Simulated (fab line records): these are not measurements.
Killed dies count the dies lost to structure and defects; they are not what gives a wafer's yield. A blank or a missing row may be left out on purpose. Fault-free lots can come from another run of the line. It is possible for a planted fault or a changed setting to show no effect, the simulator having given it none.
fab line records | flow gf180mcu
record lots=7 wafers=21 lastDay=34
route steps=602 shown TOP_METAL@584 PASSIVATION@587
lots with no fault: from the same line, run without faults
startH: start of the lot's first displayed wafer, in hours after the record's first day | waitH: hours since the lot's step before | " the same as in the row above | L1.1+2: a single row standing in for several wafers | - no value, or no start was given | * or withheld: withheld | < > ~ a bound
route shown NAME@n: NAME is a module with steps in the file, n the number in the route of the first one | usual: mean/standard deviation of fault-free wafers | same: alike in all rows | chamber/n: place in a boat | sites: readings site by site | _std_site: standard deviation across them | _edge_site: mean of outer sites minus mean of inner sites | radiusMm: how far each site lies from the wafer's centre | mask NAME#n: copy n | behind: the last tool/chamber to shape the wafer | hold: reason for holding the lot/hours on hold/outcome of the hold | device: transistor that didn't switch, given as n, p or np | end of line: tests of these same wafers at the route's end | a step given without rows: its recipe and nothing more | killed: not the wafer's yield, but the dies lost to structure and defects at the first sort | map: a wafer's dies, x killed, . not, _ none there
set.NAME: the setting as run; set.NAME@STEP: as run at that earlier step | model.NAME: the simulator's own value behind a step, which no gauge read
certain route steps with their lots: each step a table, each wafer a row
services: the hour from which a tool's chamber was out of use, counted from the record's first day as startH (under 0 if before that day), plus the number of hours and why
## steps
# step GF_TOP_METAL_STRIP_17
# recipe chemistry=O2/N2 powerW=1400 pressureMtorr=1500 platenTempC=250 o2FlowSccm=3000 n2FlowSccm=300 overashFraction=0.5
# usual drypumpMotorCurrentA=5.9/0.55 heaterPowerW=353/24 oesProductAu=0.710/0.0046 stripTimeToEndpointS=13.48/0.076
# columns lot.wafer tool chamber startH waitH drypumpMotorCurrentA heaterPowerW oesProductAu rfHoursCounterH stripTimeToEndpointS
L736.1 plasmaAsher-03 0 687.56 0.1 6.2 394 0.706 27 13.48
L736.2 " 1 " " 5.4 349 0.709 27 13.58
L736.3 " 0 " " 6.2 378 0.708 - 13.54
L737.1 plasmaAsher-01 0 696.33 0.3 5.3 317 0.712 103 13.62
L737.3 " 1 " " 5.7 387 0.711 - 13.58
L737.4 " 0 " " 5.3 305 0.706 - 13.62
L738.1 plasmaAsher-02 1 703.64 0.3 5.7 331 0.715 61 13.45
L738.2 " 0 " " 6.8 333 0.706 61 13.44
L738.5 " 1 " " 5.6 337 0.714 - 13.48
L739.1 plasmaAsher-01 1 709.38 0.2 5.7 375 0.715 105 13.54
L739.2 " 0 " " 5.3 310 0.714 105 13.51
L739.4 " 1 " " 5.7 386 0.713 - 13.51
L748.2 plasmaAsher-03 1 763.16 0.1 5.3 345 0.717 35 13.55
L748.5 " 0 " " 6.2 385 0.707 - 13.41
L748.6 " 1 " " 5.3 356 0.713 - 13.55
L753.2 plasmaAsher-03 0 790.32 0.1 6.2 387 0.711 39 13.33
L753.5 " 0 " " 6.2 391 0.702 - 13.37
L753.6 " 1 " " 5.4 352 0.712 - 13.35
L755.1 plasmaAsher-02 0 801.12 0.1 6.8 342 0.718 74 13.38
L755.2 " 1 " " 5.6 339 0.710 74 13.45
L755.6 " 0 " " 6.8 331 0.706 - 13.52
# step GF_TOP_METAL_STRIP_18
# recipe chemistry=postEtchResidueRemover timeS=1200 tempC=72.5
# step GF_TOP_METAL_CLEAN_19
# recipe chemistry=DIW dry=n2Spin
# step GF_PASSIVATION_CVD_00
# recipe material=SiO2 targetThkNm=1000 precursor=TEOS tempC=400 timeS=111.95 rfW=600
# usual heaterPowerW=642/100
# columns lot.wafer tool chamber startH waitH heaterPowerW
L736.1 pecvd-01 2 688.09 0.0 837
L736.2 " 0 " " 555
L736.3 " 1 " " 654
L737.1 pecvd-02 1 696.87 0.0 702
L737.3 " 2 " " 700
L737.4 " 0 " " 741
L738.1 pecvd-04 1 704.21 0.0 688
L738.2 " 0 " " 426
L738.5 " 1 " " 711
L739.1 pecvd-02 0 709.91 0.0 720
L739.2 " 1 " " 682
L739.4 " 0 " " 583
L748.2 pecvd-04 2 763.69 0.0 756
L748.5 " 0 " " 476
L748.6 " 2 " " 623
L753.2 pecvd-02 0 790.85 0.0 716
L753.5 " 0 " " 565
L753.6 " 1 " " 728
L755.1 pecvd-02 1 801.72 0.0 657
L755.2 " 2 " " 658
L755.6 " 0 " " 711
# step GF_PASSIVATION_THK_MEAS_01
# recipe reads=SiO2_of_PASSIVATION_CVD_00
# usual PASSIVATION_CVD_00_THK=997/15
# columns lot.wafer tool chamber startH waitH PASSIVATION_CVD_00_THK[nm]
L736.1 filmMetro-01 - 688.17 0.0 1011
L736.2 " - " " 973
L736.3 " - " " 987
L737.1 filmMetro-01 - 696.94 0.0 998
L737.3 " - " " 995
L737.4 " - " " 1008
L738.1 filmMetro-01 - 704.29 0.0 988
L738.2 " - " " 1010
L738.5 " - " " 1013
L739.1 filmMetro-03 - 709.99 0.0 1002
L739.2 " - " " 1000
L739.4 " - " " 1001
L748.2 filmMetro-01 - 763.78 0.0 993
L748.5 " - " " 1005
L748.6 " - " " 1001
L753.2 filmMetro-04 - 790.94 0.0 989
L753.5 " - " " 998
L753.6 " - " " 1007
L755.1 filmMetro-01 - 801.80 0.0 994
L755.2 " - " " 986
L755.6 " - " " 1009
# step GF_PASSIVATION_CVD_02
# recipe material=Si3N4 targetThkNm=700 timeS=486.18 tempC=400 rfW=450
# usual heaterPowerW=708/93
# columns lot.wafer tool chamber startH waitH heaterPowerW
L736.1 pecvd-02 1 688.23 0.1 791
L736.2 " 0 " " 766
L736.3 " 2 " " 738
L737.1 pecvd-04 1 697.00 0.1 767
L737.3 " 2 " " 691
L737.4 " 0 " " 533
L738.1 pecvd-01 0 704.35 0.1 664
L738.2 " 1 " " 592
L738.5 " 1 " " 645
L739.1 pecvd-04 2 710.05 0.1 706
L739.2 " 1 " " 753
L739.4 " 1 " " 786
L748.2 pecvd-01 2 763.83 0.0 852
L748.5 " 1 " " 574
L748.6 " 2 " " 705
L753.2 pecvd-01 2 790.99 0.0 793
L753.5 " 0 " " 631
L753.6 " 2 " " 854
L755.1 pecvd-01 0 801.86 0.1 662
L755.2 " 2 " " 835
L755.6 " 2 " " 725
# step GF_PASSIVATION_THK_MEAS_03
# recipe reads=Si3N4_of_PASSIVATION_CVD_02
# usual PASSIVATION_CVD_02_THK=696/9.3
# columns lot.wafer tool chamber startH waitH PASSIVATION_CVD_02_THK[nm]
L736.1 filmMetro-01 - 688.52 0.1 693
L736.2 " - " " 690
L736.3 " - " " 676
L737.1 filmMetro-03 - 697.29 0.1 689
L737.3 " - " " 693
L737.4 " - " " 699
L738.1 filmMetro-04 - 704.63 0.1 686
L738.2 " - " " 689
L738.5 " - " " 699
L739.1 filmMetro-01 - 710.34 0.1 692
L739.2 " - " " 691
L739.4 " - " " 699
L748.2 filmMetro-04 - 764.27 0.3 683
L748.5 " - " " 705
L748.6 " - " " 708
L753.2 filmMetro-03 - 791.43 0.3 685
L753.5 " - " " 691
L753.6 " - " " 695
L755.1 filmMetro-04 - 802.29 0.3 689
L755.2 " - " " 689
L755.6 " - " " 701
# step GF_PASSIVATION_DEHYDRATE_04
# recipe tempC=200 timeS=60
# step GF_PASSIVATION_HMDS_05
# recipe primeTimeS=60 primeTempC=120
# step GF_PASSIVATION_COAT_06
# recipe spinRpm=2000 resistThkNm=4000
# step GF_PASSIVATION_SOFTBAKE_07
# recipe tempC=110 timeS=withheld
# step GF_PASSIVATION_EXPOSE_08
# recipe maskId=Pad targetCdNm=40000 na=0.57 doseMj=310
# step GF_PASSIVATION_PEB_09
# recipe tempC=115 timeS=withheld
# usual chillPlateTempC=22.99/0.11 exhaustPa=44.9/0.97 heaterPowerTotalW=69.34/0.13
# columns lot.wafer tool chamber startH waitH chillPlateTempC exhaustPa heaterPowerTotalW
L736.1 lithoTrack-04 0 706 - 22.93 44.2 69.26
L736.2 " 0 " " 22.89 44.5 69.30
L736.3 " 0 " " 22.96 44.2 69.29
L737.1 lithoTrack-04 - 715 - - - -
L737.3 " - " " - - -
L737.4 " - " " - - -
L738.1 lithoTrack-04 - 722 - - - -
L738.2 " - " " - - -
L738.5 " - " " - - -
L739.1 lithoTrack-03 - 727 - - - -
L739.2 " - " " - - -
L739.4 " - 728 - - - -
L748.2 lithoTrack-04 0 778 - 23.11 45.6 69.40
L748.5 " 0 " " 23.00 46.7 69.29
L748.6 " 0 " " 23.11 47.5 69.28
L753.2 lithoTrack-01 0 805 - 23.03 44.6 69.51
L753.5 " 0 806 - 23.07 43.5 69.34
L753.6 " 0 " " 23.12 44.3 69.23
L755.1 lithoTrack-03 0 816 - 22.87 44.3 69.48
L755.2 " 0 " " 22.83 45.8 69.48
L755.6 " 0 " " 22.77 44.1 69.28
# step GF_PASSIVATION_DEVELOP_10
# recipe developTimeS=60 devTempC=23
## services
# columns tool chamber startH hours kind
pecvd-04 - 733.63 1.7 repair
plasmaAsher-01 - 733.75 9.0 pm
plasmaAsher-01 0 733.75 9.0 ventCycle
plasmaAsher-01 1 733.75 9.0 ventCycle
plasmaAsher-01 0 742.75 - clean
plasmaAsher-01 1 742.75 - clean
pecvd-01 0 749.06 20.9 repair
plasmaAsher-01 - 749.26 20.6 pm
pecvd-04 - 754.48 1.6 repair
pecvd-01 1 790.94 13.4 repair
plasmaAsher-03 - 794.19 2.8 pm
pecvd-02 - 797.29 4.3 pm
pecvd-04 - 799.38 14.0 pm
pecvd-04 0 799.38 14.0 ventCycle
pecvd-04 1 799.38 14.0 ventCycle
pecvd-04 2 799.38 14.0 ventCycle
pecvd-04 0 813.38 - clean
pecvd-04 1 813.38 - clean
pecvd-04 2 813.38 - clean
## key
firstSign step=GF_PASSIVATION_PEB_09 reading=toolRecord direction=missing
effect none on later readings
metAt GF_PASSIVATION_PEB_09
struckWafers L737.1,L737.3,L737.4,L738.1,L738.2,L738.5,L739.1,L739.2,L739.4
sortLeftOut L737.1,L737.3,L737.4,L738.1,L738.2,L738.5,L739.1,L739.2,L739.4
onsetBetween 706 715
fault kind=skippedStepWhole tool=lithoTrack-03,lithoTrack-04 chamber=- onsetH=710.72 steps=GF_PASSIVATION_PEB_09 scope=struckLotsOnly
# sortLeftOut: the simulated sort isn't trusted on such a fault, so these wafers' sort isn't shown, and their yield isn't known
